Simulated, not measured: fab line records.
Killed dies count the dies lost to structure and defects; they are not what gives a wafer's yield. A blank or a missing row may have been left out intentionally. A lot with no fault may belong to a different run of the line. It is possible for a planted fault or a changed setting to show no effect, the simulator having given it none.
Chamber matching || flow gf180mcu || pecvd-01 running GF_V3_CVD_02: 3 sister chambers
The step deposits SiO2 from TEOS, target thk 850 nm, time 94.851 s. 6 wafers are shown with their chamber, then 11 later ones without.

## WAFERS, EACH WITH ITS CHAMBER
{"wafer": "L081.4", "chamber": 0, "heaterPowerW (W)": 650, "susceptorTempC (C)": 400.14}
{"wafer": "L083.6", "chamber": 0, "heaterPowerW (W)": 561, "susceptorTempC (C)": 400.24}
{"wafer": "L088.1", "chamber": 1, "heaterPowerW (W)": 697, "susceptorTempC (C)": 400.04}
{"wafer": "L088.2", "chamber": 2, "heaterPowerW (W)": 764, "susceptorTempC (C)": 399.70}
{"wafer": "L088.5", "chamber": 2, "heaterPowerW (W)": 799, "susceptorTempC (C)": 400.06}
{"wafer": "L090.1", "chamber": 1, "heaterPowerW (W)": 683, "susceptorTempC (C)": 400.38}

## WAFERS MISSING THEIR CHAMBER
{"wafer": "L090.5", "heaterPowerW (W)": 543, "susceptorTempC (C)": 400.46}
{"wafer": "L090.6", "heaterPowerW (W)": 570, "susceptorTempC (C)": 399.38}
{"wafer": "L091.1", "heaterPowerW (W)": 571, "susceptorTempC (C)": 400.26}
{"wafer": "L091.2", "heaterPowerW (W)": 652, "susceptorTempC (C)": 399.64}
{"wafer": "L091.6", "heaterPowerW (W)": 705, "susceptorTempC (C)": 399.89}
{"wafer": "L092.1", "heaterPowerW (W)": 576, "susceptorTempC (C)": 400.40}
{"wafer": "L092.4", "heaterPowerW (W)": 654, "susceptorTempC (C)": 400.07}
{"wafer": "L092.6", "heaterPowerW (W)": 638, "susceptorTempC (C)": 400.26}
{"wafer": "L093.2", "heaterPowerW (W)": 709, "susceptorTempC (C)": 400.36}
{"wafer": "L093.5", "heaterPowerW (W)": 682, "susceptorTempC (C)": 400.06}
{"wafer": "L093.6", "heaterPowerW (W)": 585, "susceptorTempC (C)": 400.06}

## THE CHAMBER EACH PASSED THROUGH
{"wafer": "L090.5", "from the rows above": "can't be placed: 0 or 1", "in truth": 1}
{"wafer": "L090.6", "from the rows above": "can't be placed: 0 or 1 or 2", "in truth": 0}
{"wafer": "L091.1", "from the rows above": 0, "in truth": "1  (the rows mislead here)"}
{"wafer": "L091.2", "from the rows above": "can't be placed: 0 or 1 or 2", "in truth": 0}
{"wafer": "L091.6", "from the rows above": "can't be placed: 1 or 2 or 0", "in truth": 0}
{"wafer": "L092.1", "from the rows above": "can't be placed: 0 or 1", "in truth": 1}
{"wafer": "L092.4", "from the rows above": "can't be placed: 1 or 0", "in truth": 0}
{"wafer": "L092.6", "from the rows above": "can't be placed: 0 or 1", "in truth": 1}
{"wafer": "L093.2", "from the rows above": "can't be placed: 1 or 0", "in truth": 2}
{"wafer": "L093.5", "from the rows above": "can't be placed: 1 or 0 or 2", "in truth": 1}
{"wafer": "L093.6", "from the rows above": "can't be placed: 0 or 1", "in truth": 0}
Correctly placed: 0 of 11. These rows do not allow placing 10 (true chamber among the candidates in 9). Wrongly placed: 1.
How it was worked out, from the rows above alone: a wafer's distance from a chamber is the root of the sum, over the readings, of the square of ((its reading less the chamber's mean) divided by the reading's scatter). If the next closest chamber is less than 2 further off than the closest, the wafer can't be placed; otherwise it belongs to the closest. Each chamber's mean is taken over the wafers shown for it. The scatter: take each reading less its chamber's mean, square it, sum over the shown wafers, divide by the number of wafers less the number of chambers, and take the root.
